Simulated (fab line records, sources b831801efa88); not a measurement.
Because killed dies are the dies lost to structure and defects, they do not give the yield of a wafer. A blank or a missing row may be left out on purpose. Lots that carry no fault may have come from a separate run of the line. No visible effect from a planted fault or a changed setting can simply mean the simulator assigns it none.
What tool caused it? + flow sky130 + 33 wafers from 11 lots sampled at 5 of the route's 708 steps

## WHAT EACH GAUGE READ, for each wafer
SKY_VIA4_THK_MEAS_01. Usual: VIA4_HDPCVD_THK typically reads 1749 nm, with standard deviation 19.
| lot  | measured     | on           | VIA4_HDPCVD_THK (nm) | flag |
|------|--------------|--------------|----------------------|------|
| L865 | day 42 17:33 | filmMetro-02 | 1772 1728 1717       |      |
| L866 | day 42 23:37 | filmMetro-02 | 1754 1766 1735       |      |
| L867 | day 42 23:58 | filmMetro-04 | 1755 1758 1747       |      |
| L869 | day 43 07:07 | filmMetro-04 | 1764 1740 1744       |      |
| L868 | day 43 08:20 | filmMetro-02 | 1763 1771 1765       |      |
| L870 | day 43 09:26 | filmMetro-04 | 1784 1748 1765       |      |
| L872 | day 44 04:48 | filmMetro-01 | 1755 1784 1776       |      |
| L878 | day 45 19:50 | filmMetro-02 | 1701 1732 2069       | OFF  |
| L880 | day 46 01:49 | filmMetro-01 | 1763 1769 1731       |      |
| L882 | day 46 07:33 | filmMetro-02 | 1746 1784 1755       |      |
| L884 | day 46 14:34 | filmMetro-04 | 1754 1760 1748       |      |

## WHICH TOOL RAN EACH LOT (tool, then ch and the chambers of the sampled wafers, then the start)
| lot  | SKY_CONTACT_ETCH_18                          | SKY_METAL1_SPUTTER_03       | SKY_VIA1_SPUTTER_20         | SKY_VIA4_HDPCVD_00               |
|------|----------------------------------------------|-----------------------------|-----------------------------|----------------------------------|
| L865 | rieDiel-03 ch 1,2,3, day 32 20:36 or earlier | pvdSputter-03, day 32 20:36 | pvdSputter-04, day 35 03:20 | hdpcvd-02 ch 0,1,2, day 42 17:22 |
| L866 | rieDiel-02 ch 0,1,3, day 33 00:59 or earlier | pvdSputter-02, day 33 00:59 | pvdSputter-04, day 35 08:17 | hdpcvd-01 ch 0,1,2, day 42 23:26 |
| L867 | rieDiel-03 ch 1,2, day 33 01:18 or earlier   | pvdSputter-03, day 33 01:18 | pvdSputter-01, day 35 08:31 | hdpcvd-02 ch 0,1, day 42 23:47   |
| L869 | rieDiel-03 ch 0,3, day 33 09:14 or earlier   | pvdSputter-04, day 33 09:14 | pvdSputter-03, day 35 16:38 | hdpcvd-02 ch 0,1,2, day 43 06:56 |
| L868 | rieDiel-02 ch 2,3, day 33 09:30 or earlier   | pvdSputter-02, day 33 09:30 | pvdSputter-03, day 35 17:20 | hdpcvd-02 ch 0,1, day 43 08:08   |
| L870 | rieDiel-04 ch 1,2,3, day 33 09:55 or earlier | pvdSputter-03, day 33 09:55 | pvdSputter-01, day 35 18:19 | hdpcvd-01 ch 0,1,2, day 43 09:19 |
| L872 | rieDiel-04 ch 0,2,3, day 34 10:17 or earlier | pvdSputter-04, day 34 10:17 | pvdSputter-04, day 36 17:05 | hdpcvd-01 ch 0,1,2, day 44 04:37 |
| L878 | rieDiel-02 ch 0,3, day 36 10:21 or earlier   | pvdSputter-02, day 36 10:21 | pvdSputter-01, day 38 15:32 | hdpcvd-01 ch 0,2, day 45 19:38   |
| L880 | rieDiel-03 ch 0,1, day 36 16:23 or earlier   | pvdSputter-04, day 36 16:23 | pvdSputter-01, day 38 21:38 | hdpcvd-02 ch 0,1,2, day 46 01:37 |
| L882 | rieDiel-02 ch 1,2,3, day 37 03:05 or earlier | pvdSputter-02, day 37 03:05 | pvdSputter-01, day 39 06:50 | hdpcvd-02 ch 0,1,2, day 46 07:22 |
| L884 | rieDiel-02 ch 0,1,3, day 37 16:22 or earlier | pvdSputter-02, day 37 16:22 | pvdSputter-01, day 39 20:17 | hdpcvd-02 ch 0,2, day 46 14:24   |
- SKY_CONTACT_ETCH_18: etches Si3N4 in CHF3/O2, stops on TiN, time 39 s, target depth 75 nm.
- SKY_METAL1_SPUTTER_03: material Ti, target thk 5 nm, time 3.3 s.
- SKY_VIA1_SPUTTER_20: material TiN, target thk 20 nm, time 80 s.
- SKY_VIA4_HDPCVD_00: deposits SiO2, target thk 1750 nm, time 291.7 s.

## AS READ BY THE TOOLS THEMSELVES (means over the sampled wafers that have a number; for cases with no such wafer, the mark the record gives instead)
SKY_CONTACT_ETCH_18. Usual: drypumpMotorCurrentA 5.9 A, standard deviation 0.4; oesProductAu 0.855 a.u., standard deviation 0.0075; throttleValvePct 8.794 %, standard deviation 0.0089.
| lot  | tool       | drypumpMotorCurrentA (A) | oesProductAu (a.u.) | throttleValvePct (%) | flag |
|------|------------|--------------------------|---------------------|----------------------|------|
| L865 | rieDiel-03 | 6.0                      | 0.857               | 8.791                |      |
| L866 | rieDiel-02 | 5.6                      | 0.849               | 8.796                |      |
| L867 | rieDiel-03 | 6.1                      | 0.843               | 8.798                |      |
| L869 | rieDiel-03 | 5.9                      | 0.850               | 8.779                |      |
| L868 | rieDiel-02 | 6.0                      | 0.853               | 8.794                |      |
| L870 | rieDiel-04 | 5.9                      | 0.863               | 8.797                |      |
| L872 | rieDiel-04 | 5.7                      | 0.849               | 8.795                |      |
| L878 | rieDiel-02 | 5.9                      | 0.858               | 8.790                |      |
| L880 | rieDiel-03 | 5.9                      | 0.860               | 8.797                |      |
| L882 | rieDiel-02 | 5.7                      | 0.849               | 8.787                |      |
| L884 | rieDiel-02 | 5.6                      | 0.848               | 8.790                |      |

SKY_METAL1_SPUTTER_03. Usual: throttleValvePct 30.1 %, standard deviation 1.3.
| lot  | tool          | throttleValvePct (%) | flag |
|------|---------------|----------------------|------|
| L865 | pvdSputter-03 | 29.3                 |      |
| L866 | pvdSputter-02 | 30.0                 |      |
| L867 | pvdSputter-03 | 29.0                 |      |
| L869 | pvdSputter-04 | 31.6                 |      |
| L868 | pvdSputter-02 | 29.3                 |      |
| L870 | pvdSputter-03 | 29.1                 |      |
| L872 | pvdSputter-04 | 29.9                 |      |
| L878 | pvdSputter-02 | 29.4                 |      |
| L880 | pvdSputter-04 | 31.3                 |      |
| L882 | pvdSputter-02 | 30.7                 |      |
| L884 | pvdSputter-02 | 30.7                 |      |

SKY_VIA1_SPUTTER_20. Usual: throttleValvePct 30.0 %, standard deviation 1.3.
| lot  | tool          | throttleValvePct (%) | flag |
|------|---------------|----------------------|------|
| L865 | pvdSputter-04 | 31.2                 |      |
| L866 | pvdSputter-04 | 29.9                 |      |
| L867 | pvdSputter-01 | 30.0                 |      |
| L869 | pvdSputter-03 | 29.3                 |      |
| L868 | pvdSputter-03 | 30.1                 |      |
| L870 | pvdSputter-01 | 29.2                 |      |
| L872 | pvdSputter-04 | 30.4                 |      |
| L878 | pvdSputter-01 | 30.4                 |      |
| L880 | pvdSputter-01 | 29.7                 |      |
| L882 | pvdSputter-01 | 29.2                 |      |
| L884 | pvdSputter-01 | 29.0                 |      |

SKY_VIA4_HDPCVD_00. Usual: sih4FlowSccm 60.01 sccm, standard deviation 0.18; susceptorTempC 400.03 C, standard deviation 0.23.
| lot  | tool      | sih4FlowSccm (sccm) | susceptorTempC (C) | flag |
|------|-----------|---------------------|--------------------|------|
| L865 | hdpcvd-02 | 60.02               | 399.79             |      |
| L866 | hdpcvd-01 | 60.00               | 399.86             |      |
| L867 | hdpcvd-02 | 59.97               | 399.96             |      |
| L869 | hdpcvd-02 | 60.12               | 400.13             |      |
| L868 | hdpcvd-02 | 60.22               | 400.05             |      |
| L870 | hdpcvd-01 | 60.16               | 400.21             |      |
| L872 | hdpcvd-01 | 60.18               | 399.89             |      |
| L878 | hdpcvd-01 | 64.03               | 400.49             | OFF  |
| L880 | hdpcvd-02 | 59.78               | 400.20             |      |
| L882 | hdpcvd-02 | 60.19               | 399.97             |      |
| L884 | hdpcvd-02 | 59.83               | 399.85             |      |

## THE ANSWER, worked out from the rows above alone
Rule: lot off if the mean of its wafers having a number is beyond 3 standard deviations from the usual mean. Also off: a lot with no number at a reading for which 4 or more lots have one. The other lots that the step has rows for count as sound. Order of review: gauges by route order, followed by the tools' own readings, for which a lot's mean as printed above is used. The first step at which some lot is off is used, and at that step the reading that is off furthest; a lot without a number counts as furthest.
Off: L878, at SKY_VIA4_THK_MEAS_01 (VIA4_HDPCVD_THK).
If a tool, at a process step before that reading, ran all the lots that are off and no sound lot after the first of them, it fits. Not tried: the gauges at SKY_VIA4_THK_MEAS_01; whatever is off there is also off at SKY_VIA4_HDPCVD_00, on other tools, and gauge error can't account for it. With no start given for some of its lots, SKY_CONTACT_ETCH_18 uses the hours and lot order of SKY_METAL1_SPUTTER_03. One fits: hdpcvd-01 at SKY_VIA4_HDPCVD_00. Its last sound lot is L872 (day 44 04:37), its first lot that is off L878 (day 45 19:38): a fault that began between those two fits.
The tool's own readings at SKY_VIA4_HDPCVD_00 bear it out: on the lots that are off they differ by more than 5 times the standard deviation of the sound lots' means. sih4FlowSccm reads 64.03 sccm there against 60.05 sccm on the sound lots.

## WHAT THE SIMULATOR PUT IN
hdpcvd-01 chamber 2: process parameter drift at SKY_VIA4_HDPCVD_00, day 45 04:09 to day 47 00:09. Setting sih4FlowSccm, moved by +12, from 60. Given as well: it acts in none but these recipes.
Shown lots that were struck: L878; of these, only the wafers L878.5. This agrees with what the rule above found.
